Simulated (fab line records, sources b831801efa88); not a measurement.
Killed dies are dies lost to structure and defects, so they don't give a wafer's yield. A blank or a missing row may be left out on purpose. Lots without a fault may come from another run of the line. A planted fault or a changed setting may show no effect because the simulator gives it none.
Which tool did it? | flow sfq_line | 7 lots, 21 wafers sampled, at 6 steps of a route of 325

WHAT THE GAUGES READ, wafer by wafer
SFQ_M2_RS_MEAS_914: measures by four-point-probe.
lot  | measured     | on            | M2_NB_RS (ohm/sq)
L233 | day 27 07:04 | film_metro-04 | 0.885 0.902 0.882
L235 | day 27 17:17 | film_metro-03 | 0.887 0.888 0.886
L237 | day 27 22:54 | film_metro-01 | 0.892 0.882 0.881
L241 | day 28 12:34 | film_metro-04 | 0.889 0.896 0.891
L244 | day 30 02:53 | film_metro-03 | 0.883 0.877 0.888
L251 | day 32 18:17 | film_metro-03 | 0.885 0.882 0.880
L253 | day 33 11:29 | film_metro-03 | 0.889 0.890 0.878

WHICH TOOL RAN EACH LOT (tool, then ch and the chambers of the sampled wafers, then the start)
lot  | SFQ_TRILAYER_L0_DEP_SPUTTER_003 | SFQ_TRILAYER_L0_CAP_PECVD_011  | SFQ_TRILAYER_L0_VIA_ETCH_VIA_ETCH_016 | SFQ_TRILAYER_L0_VIA_STRIP_STRIP_017 | SFQ_TRILAYER_M0_LITHO_EXPOSE_022
L233 | pvd_sputter-03, day 1 17:29     | pecvd-01 ch 0,1,2, day 5 14:31 | rie_diel-04 ch 0,1,3, day 9 11:52     | rie_metal-01 ch 0,1, day 9 12:07    | krf_scanner-02 ch 0, day 14 08:47
L235 | pvd_sputter-03, day 2 03:29     | pecvd-04 ch 0,1,2, day 5 22:56 | rie_diel-01 ch 0,1,3, day 9 22:40     | rie_metal-02 ch 0,1, day 9 22:55    | krf_scanner-02 ch 0, day 14 20:59
L237 | pvd_sputter-06, day 2 13:29     | pecvd-01 ch 0,1, day 6 01:20   | rie_diel-03 ch 0,1,2, day 10 05:59    | rie_metal-01 ch 0,1, day 10 06:14   | krf_scanner-02 ch 0, day 14 23:11
L241 | pvd_sputter-03, day 3 09:29     | pecvd-04 ch 0,2, day 6 18:07   | rie_diel-03 ch 1,2, day 11 00:07      | rie_metal-01 ch 0,1, day 11 00:10   | krf_scanner-02 ch 0, day 15 03:47
L244 | pvd_sputter-03, day 4 00:29     | pecvd-04 ch 1,2, day 7 12:11   | rie_diel-01 ch 2,3, day 11 18:07      | rie_metal-02 ch 0,1, day 11 18:22   | krf_scanner-01 ch 0, day 16 21:36
L251 | pvd_sputter-04, day 5 11:29     | pecvd-04 ch 0,1, day 9 06:40   | rie_diel-03 ch 0,1,3, day 14 02:46    | rie_metal-03 ch 0,1, day 14 02:49   | krf_scanner-01 ch 0, day 19 18:45
L253 | pvd_sputter-06, day 5 21:29     | pecvd-04 ch 0,1, day 9 22:16   | rie_diel-03 ch 0,2,3, day 14 23:58    | rie_metal-01 ch 0, day 15 00:13     | krf_scanner-01, day 20 17:33
- SFQ_TRILAYER_L0_DEP_SPUTTER_003: material MoNx KI, target thk 40 nm, time 100 s.
- SFQ_TRILAYER_L0_CAP_PECVD_011: deposits SiO2 from SiH4/N2O, time 13.333 s, target thk 60 nm.
- SFQ_TRILAYER_L0_VIA_ETCH_VIA_ETCH_016: etches SiO2 in CHF3, stops on MoNx KI, target depth 80 nm.
- SFQ_TRILAYER_L0_VIA_STRIP_STRIP_017: strips in O2.
- SFQ_TRILAYER_M0_LITHO_EXPOSE_022: exposes mask M0, target cd 500 nm.

THE ANSWER, worked out from the rows above alone
Rule: what is usual is taken from the lots themselves. Put in order of their means at a reading, lots are off if they are a third of the lots or fewer, leave a main group of 4 or more, and stand apart from it by a gap of 3 or more times the standard deviation of the main group's means; of several such gaps the widest counts. A main group whose means are all the same, to the digits that the tables above print for the reading, isn't used. A lot without any number at a reading at which 4 lots or more have one is off too. The other lots that the step has rows for count as sound.
No lot is off at any reading shown: from this, nothing can be told.

WHAT THE SIMULATOR HAD PUT IN
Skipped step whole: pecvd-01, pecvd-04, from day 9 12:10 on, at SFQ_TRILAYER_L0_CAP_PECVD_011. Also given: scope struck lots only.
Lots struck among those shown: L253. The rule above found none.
